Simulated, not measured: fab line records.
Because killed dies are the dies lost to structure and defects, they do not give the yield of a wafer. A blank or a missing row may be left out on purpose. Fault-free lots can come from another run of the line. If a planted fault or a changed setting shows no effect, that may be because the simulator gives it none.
Commonality check across tools ; flow gf180mcu ; Sampled: 13 lots, 39 wafers

== THE REASON FOR OPENING IT ==
Of 13 lots, 3 have the reading NWELL_TW flagged at GF_NWELL_TW_MEAS_11. Wafers without a fault read 1570, standard deviation 9.4.
Rule: a lot is flagged when every wafer of it that has a number lies more than 4 standard deviations from that mean, or none has a number. All remaining lots are regarded as sound.

lot;measured;on;NWELL_TW, wafer by wafer;flag
L965;day 3 08:09;filmMetro-04;1572 1575 1567;
L968;day 3 23:21;filmMetro-04;1575 1576 1577;
L970;day 4 11:34;filmMetro-02;1566 1555 1551;
L971;day 4 15:33;filmMetro-01;1573 1576 1574;
L972;day 4 21:25;filmMetro-02;1562 1553 1559;
L973;day 5 02:31;filmMetro-02;1569 1558 1565;
L974;day 5 08:49;filmMetro-04;1578 1581 1578;
L976;day 5 20:22;filmMetro-01;1573 1578 1564;
L977;day 6 00:48;filmMetro-02;1553 1563 1551;
L978;day 6 04:54;filmMetro-04;1582 1573 1577;
L982;day 7 04:18;filmMetro-04;1705 1709 1702;FLAGGED
L983;day 7 11:17;filmMetro-02;1706 1705 1695;FLAGGED
L984;day 7 14:32;filmMetro-02;1700 1695 1693;FLAGGED
The numbers of the flagged lots are 1701 on average: +131 against the usual, or +14 standard deviations.

== WHICH TOOL EACH LOT WENT THROUGH ==
The record holds 1 process step before the reading, out of a route of 602 steps. Read each cell as the tool, then ch plus the chambers that the sampled wafers visited, then the start.
lot;flag;GF_NWELL_IMPLANT_09
L965;;implanter-01 ch 0, day 3 07:55
L968;;implanter-01 ch 0, day 3 23:07
L970;;implanter-04 ch 0, day 4 11:19
L971;;implanter-04 ch 0, day 4 15:13
L972;;implanter-04 ch 0, day 4 21:10
L973;;implanter-03 ch 0, day 5 02:16
L974;;implanter-01 ch 0, day 5 08:34
L976;;implanter-03 ch 0, day 5 20:08
L977;;implanter-04 ch 0, day 6 00:34
L978;;implanter-04 ch 0, day 6 04:40
L982;FLAGGED;implanter-01 ch 0, day 7 04:04
L983;FLAGGED;implanter-04 ch 0, day 7 11:02
L984;FLAGGED;implanter-04 ch 0, day 7 14:17
What the steps here do:
- GF_NWELL_IMPLANT_09
- GF_NWELL_TW_MEAS_11

== FLAGGED AGAINST TOTAL, ONE TOOL AT A TIME (gauges that did the reading follow at the end) ==
step;tool;lots run;flagged;share of the flagged lots;sound lots run after its first flagged lot
GF_NWELL_IMPLANT_09;implanter-01;4;1;some;0
GF_NWELL_IMPLANT_09;implanter-03;2;0;none;-
GF_NWELL_IMPLANT_09;implanter-04;7;2;some;0
GF_NWELL_TW_MEAS_11;filmMetro-01;2;0;none;-
GF_NWELL_TW_MEAS_11;filmMetro-02;6;2;some;0
GF_NWELL_TW_MEAS_11;filmMetro-04;5;1;some;0

== THE TABLE: WHAT IT ALLOWS ==
No row of the table ran every flagged lot.

== WHAT HAD BEEN PUT IN BY THE SIMULATOR ==
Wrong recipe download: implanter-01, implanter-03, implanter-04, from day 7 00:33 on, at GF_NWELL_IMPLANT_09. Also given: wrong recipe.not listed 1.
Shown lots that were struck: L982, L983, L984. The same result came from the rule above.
